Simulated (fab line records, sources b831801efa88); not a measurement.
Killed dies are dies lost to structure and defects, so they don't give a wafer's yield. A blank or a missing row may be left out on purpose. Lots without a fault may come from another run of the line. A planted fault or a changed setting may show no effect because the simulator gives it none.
A struck lot beside a sound one | flow sky130 | 32 steps out of a route of 708
Sound: wafers L643.4, L643.5, L643.6. Struck: wafers L650.3, L650.5, L650.6. The cause comes at the end.
At each step with rows: each side's tool, then ch and its chambers, then its first start. Under that, the readings that differ: sound wafers | struck wafers | difference of the means | sigmas: that difference in standard deviations of wafers without a fault.
alike: readings whose means differ by less than 2 such deviations, and words and numbers that are the same on both sides. not compared: withheld readings, readings that some wafer has no value for, bounds like >300 that may hide the same value, and numbers for which the record gives no deviation and whose values overlap.
The two part at a step that has a row with sigmas, a row that says differs or no value, or rows on one side only. Numbers that don't overlap but have no deviation are shown without sigmas and don't part them. A reading that every wafer of one side lacks parts them only if that side has two wafers or more.

SKY_PWDE_OVL_MEAS_07:
  sound on overlay-01, day 4 03:39; struck on overlay-02, day 6 08:13
  alike: PWDE_OVL
then, 1 step without rows for these wafers: SKY_PWDE_IMPLANT_08.
SKY_PWDE_STRIP_09: strips in O2/N2.
  sound on plasma_asher-01 ch 0,1, day 4 03:51; struck on plasma_asher-03 ch 0,1, day 6 08:25
  alike: chamber_pressure_mTorr, drypump_motor_current_A, oes_product_au, strip_time_to_endpoint_s
  not compared: rf_hours_counter_h
SKY_PWDE_TW_MEAS_10:
  sound on film_metro-03, day 4 03:57; struck on film_metro-01, day 6 08:30
  alike: PWDE_TW
then, 7 steps without rows for these wafers: SKY_NWELL_DEHYDRATE_03 (time 60 s); SKY_NWELL_HMDS_04 (prime time 60 s); SKY_NWELL_COAT_05 (resist thk 3000 nm); SKY_NWELL_SOFTBAKE_06; SKY_NWELL_EXPOSE_07 (exposes mask NWM, target cd 840 nm); SKY_NWELL_PEB_08; SKY_NWELL_DEVELOP_09 (develop time 60 s).
SKY_NWELL_OVL_MEAS_10:
  sound on overlay-02, day 4 21:00; struck on overlay-02, day 7 04:37
  alike: NWELL_00_OVL
SKY_NWELL_IMPLANT_11:
  sound on implanter-02 ch 0, day 4 21:05; struck on implanter-02 ch 0, day 7 04:41
  reading       | sound                            | struck                           | difference  | sigmas
  dose_ions_cm2 | 1.8947e+13 1.8999e+13 1.8981e+13 | 1.9657e+13 1.9619e+13 1.9668e+13 | +6.7233e+11 | +34
  alike: beam_energy_keV, faraday_current_uA
then, 2 steps without rows for these wafers: SKY_NWELL_IMPLANT_12; SKY_NWELL_IMPLANT_13.
SKY_NWELL_STRIP_14: strips in O2/N2.
  sound on plasma_asher-01 ch 0,1, day 4 21:30; struck on plasma_asher-01 ch 0,1, day 7 05:07
  alike: chamber_pressure_mTorr, drypump_motor_current_A, oes_product_au, strip_time_to_endpoint_s
  not compared: rf_hours_counter_h
SKY_NWELL_TW_MEAS_15:
  sound on film_metro-04, day 4 21:36; struck on film_metro-04, day 7 05:12
  alike: NWELL_TW
then, 7 steps without rows for these wafers: SKY_NWELL_DEHYDRATE_16 (time 60 s); SKY_NWELL_HMDS_17 (prime time 60 s); SKY_NWELL_COAT_18 (resist thk 3000 nm); SKY_NWELL_SOFTBAKE_19; SKY_NWELL_EXPOSE_20 (exposes mask NWM COMPLEMENT, target cd 840 nm); SKY_NWELL_PEB_21; SKY_NWELL_DEVELOP_22 (develop time 60 s).
SKY_NWELL_OVL_MEAS_23:
  sound on overlay-01, day 5 15:31; struck on overlay-02, day 8 01:04
  alike: NWELL_01_OVL
then, 1 step without rows for these wafers: SKY_NWELL_IMPLANT_24.
SKY_NWELL_STRIP_25: strips in O2/N2.
  sound on plasma_asher-01 ch 0,1, day 5 15:43; struck on plasma_asher-01 ch 0,1, day 8 01:16
  alike: chamber_pressure_mTorr, drypump_motor_current_A, oes_product_au, strip_time_to_endpoint_s
  not compared: rf_hours_counter_h
SKY_NWELL_TW_MEAS_26:
  sound on film_metro-01, day 5 15:49; struck on film_metro-03, day 8 01:21
  alike: NWELL_2_TW
then, 1 step without rows for these wafers: SKY_NWELL_CLEAN_27 (cleans in SC1/SC2, time 150 s).
SKY_NWELL_RTA_28: time 30 s.
  sound on rtp_anneal-02 ch 0, day 5 15:56; struck on rtp_anneal-01 ch 0, day 8 01:29
  alike: lamp_power_pct, wafer_temp_C_max
SKY_NWELL_RS_MEAS_29: measures by four-point-probe.
  sound on film_metro-04, day 5 16:03; struck on film_metro-03, day 8 01:57
  reading           | sound             | struck            | difference | sigmas
  NWELL_RS (ohm/sq) | 624.9 624.5 624.2 | 616.2 617.2 617.1 | -7.7       | -5
  not compared: hold
then, 1 step without rows for these wafers: SKY_PAD_OPEN_PROBE_99.

WHERE THEY PART
First at SKY_NWELL_IMPLANT_11; last, within this record, at SKY_NWELL_RS_MEAS_29.

WHY: what the simulator had put in
Process parameter drift: implanter-02, from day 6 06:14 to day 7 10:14, at SKY_NWELL_IMPLANT_11. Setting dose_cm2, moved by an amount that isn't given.
